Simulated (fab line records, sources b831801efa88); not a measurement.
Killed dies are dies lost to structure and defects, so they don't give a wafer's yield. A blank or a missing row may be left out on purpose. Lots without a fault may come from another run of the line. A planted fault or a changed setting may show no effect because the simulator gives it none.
A struck lot beside a sound one | flow sky130 | 43 steps out of a route of 708
Sound: wafers L268.3, L268.5, L268.6. Struck: wafers L279.3, L279.5, L279.6. The cause comes at the end.
At each step with rows: each side's tool, then ch and its chambers, then its first start. Under that, the readings that differ: sound wafers | struck wafers | difference of the means | sigmas: that difference in standard deviations of wafers without a fault.
alike: readings whose means differ by less than 2 such deviations, and words and numbers that are the same on both sides. not compared: withheld readings, readings that some wafer has no value for, bounds like >300 that may hide the same value, and numbers for which the record gives no deviation and whose values overlap.
The two part at a step that has a row with sigmas, a row that says differs or no value, or rows on one side only. Numbers that don't overlap but have no deviation are shown without sigmas and don't part them. A reading that every wafer of one side lacks parts them only if that side has two wafers or more.

first, 8 steps without rows for these wafers: SKY_METAL4_DEHYDRATE_05 (time 60 s); SKY_METAL4_HMDS_06 (prime time 60 s); SKY_METAL4_COAT_07 (resist thk 60 nm); SKY_METAL4_COAT_08 (resist thk 1140 nm); SKY_METAL4_SOFTBAKE_09 (time 90 s); SKY_METAL4_EXPOSE_10 (exposes mask MM4, target cd 300 nm); SKY_METAL4_PEB_11; SKY_METAL4_DEVELOP_12 (develop time 60 s).
SKY_METAL4_CD_MEAS_13: target cd 300 nm.
  sound on cd_sem-01, day 44 03:04; struck on cd_sem-02, day 46 22:24
  alike: cd_nm
SKY_METAL4_OVL_MEAS_14:
  sound on overlay-01, day 44 03:09; struck on overlay-02, day 46 22:29
  alike: METAL4_OVL
then, 2 steps without rows for these wafers: SKY_METAL4_DESCUM_15 (chemistry O2, time 8 s); SKY_METAL4_ETCH_16 (etches BARC in N2/H2, stops on SiO2, time 88.2 s, target depth 60 nm).
SKY_METAL4_ETCH_17: etches SiO2 in C4F8/O2/Ar, stops on TiN, time 3.9 s, target depth 15 nm.
  sound on rie_diel-01 ch 1,2,3, day 44 03:19; struck on rie_diel-01 ch 0,2,3, day 46 22:38
  alike: oes_product_au
  not compared: rf_hours_counter_h
then, 1 step without rows for these wafers: SKY_METAL4_METAL_ETCH_18 (etches the open film in Cl2/BCl3, stops on SiO2, target depth 845 nm, time 175.7 s).
SKY_METAL4_STRIP_19: strips in O2/N2.
  sound on plasma_asher-03 ch 0,1, day 44 03:32; struck on plasma_asher-03 ch 0,1, day 46 22:52
  alike: drypump_motor_current_A, oes_product_au, strip_time_to_endpoint_s
  not compared: rf_hours_counter_h
then, 4 steps without rows for these wafers: SKY_METAL4_STRIP_20 (strips in post etch residue remover, time 1200 s); SKY_METAL4_CLEAN_21 (cleans in IPA, time 180 s); SKY_METAL4_CLEAN_22 (cleans in O3/DIW); SKY_VIA4_HDPCVD_00 (deposits SiO2, target thk 1750 nm, time 291.7 s).
SKY_VIA4_THK_MEAS_01:
  sound on film_metro-04, day 44 04:24; struck on film_metro-03, day 46 23:40
  alike: VIA4_HDPCVD_THK
SKY_VIA4_CMP_02: polishes SiO2.
  sound on cmp-02 ch 1,2, day 44 04:26; struck on cmp-01 ch 1,2, day 46 23:46
  alike: motor_current_A
SKY_VIA4_BOW_MEAS_03:
  sound on film_metro-03, day 44 04:47; struck on film_metro-03, day 47 00:03
  alike: VIA4_BOW
then, 7 steps without rows for these wafers: SKY_VIA4_DEHYDRATE_04 (time 60 s); SKY_VIA4_HMDS_05 (prime time 60 s); SKY_VIA4_COAT_06 (resist thk 1140 nm); SKY_VIA4_SOFTBAKE_07 (time 60 s); SKY_VIA4_EXPOSE_08 (exposes mask VIM4, target cd 800 nm); SKY_VIA4_PEB_09; SKY_VIA4_DEVELOP_10 (develop time 60 s).
SKY_VIA4_OVL_MEAS_11:
  sound on overlay-01, day 45 03:29; struck on overlay-01, day 47 19:58
  alike: VIA4_OVL
then, 1 step without rows for these wafers: SKY_VIA4_ETCH_12 (etches SiO2 in C4F8/O2/Ar, stops on TiN, target depth 580 nm).
SKY_VIA4_STRIP_13: strips in O2/N2.
  sound on plasma_asher-01 ch 0,1, day 45 03:37; struck on plasma_asher-03 ch 0,1, day 47 20:06
  alike: drypump_motor_current_A, oes_product_au, strip_time_to_endpoint_s
  not compared: rf_hours_counter_h
then, 3 steps without rows for these wafers: SKY_VIA4_STRIP_14 (strips in post etch residue remover, time 1200 s); SKY_VIA4_CLEAN_15 (cleans in IPA, time 180 s); SKY_VIA4_CLEAN_16 (cleans in O3/DIW).
SKY_VIA4_SPUTTER_17: material TiN, target thk 20 nm, time 80 s.
  sound on pvd_sputter-01, day 45 04:13; struck on pvd_sputter-01, day 47 20:40
  alike: throttle_valve_pct
then, 1 step without rows for these wafers: SKY_VIA4_CVD_18 (deposits W, target thk 505 nm, time 152.14 s).
SKY_VIA4_RS_MEAS_19: measures by four-point-probe.
  sound on film_metro-03, day 45 04:28; struck on film_metro-01, day 47 20:55
  alike: VIA4_W_RS
SKY_VIA4_THK_MEAS_20: measures by xrf.
  sound on film_metro-03, day 45 04:34; struck on film_metro-01, day 47 21:01
  alike: VIA4_W_THK
then, 2 steps without rows for these wafers: SKY_VIA4_CMP_21 (polishes, stops on SiO2, t overpolish 25 s, target thk 0 nm); SKY_METAL5_SPUTTER_00 (material Ti, target thk 15 nm, time 10 s).
SKY_METAL5_SPUTTER_01: material TiN, target thk 20 nm, time 16.7 s.
  sound on pvd_sputter-02, day 45 04:56; struck on pvd_sputter-03, day 47 21:31
  reading                | sound          | struck         | difference | sigmas
  throttle_valve_pct (%) | 27.6 29.1 27.5 | 31.4 31.4 29.7 | +2.8       | +3
-- the record jumps here: 2 days lie between the struck wafers' starts before and after (it left off in module METAL5 and takes up again in module PAD_OPEN, whose first step shown is number 708 of the route) --
SKY_PAD_OPEN_PROBE_99:
  sound on prober-02, day 47 21:43; struck on prober-02, day 50 06:18
  reading                               | sound             | struck            | difference | sigmas
  defect_limited_yield (%)              | 84.3 84.1 81.5    | 74.4 78.3 68.7    | -9.5       | -4
  killed_at_M4_up                       | 2 1 3             | 33 28 73          | +43        | +24
  killed_dies                           | 77 78 91          | 126 107 154       | +47        | +4
  sort_bin_3_pad_short (%)              | 1.2 0.8 1.8       | 3.5 2.8 4.1       | +2.2       | +5
  sort_bin_5_function (%)               | 9.1 11.0 9.8      | 14.4 13.0 19.3    | +5.6       | +3
  sort_n_pass                           | 415 414 401       | 366 385 338       | -47        | -4
  sort_yield_pct (%)                    | 84.3 84.1 81.5    | 74.4 78.3 68.7    | -9.5       | -4
  model.etest.tester.sort_n_pass        | 415 414 401       | 366 385 338       | -47        |
  model.etest.tester.sort_yield_pct (%) | 84.35 84.15 81.5  | 74.39 78.25 68.7  | -9.55      |
  model.etest.tester.sort_bin_5_pct (%) | 9.146 10.98 9.756 | 14.43 13.01 19.31 | +5.62      |
  model.etest.tester.sort_bin_3_pct (%) | 1.22 0.813 1.829  | 3.455 2.846 4.065 | +2.168     |
  alike: killed_at_M0_to_M3, killed_at_contacts, killed_at_front_end, killed_at_other, killed_open, killed_short, sort_bin_6_memory

WHERE THEY PART
First at SKY_METAL5_SPUTTER_01; last, within this record, at SKY_PAD_OPEN_PROBE_99.

WHY: what the simulator had put in
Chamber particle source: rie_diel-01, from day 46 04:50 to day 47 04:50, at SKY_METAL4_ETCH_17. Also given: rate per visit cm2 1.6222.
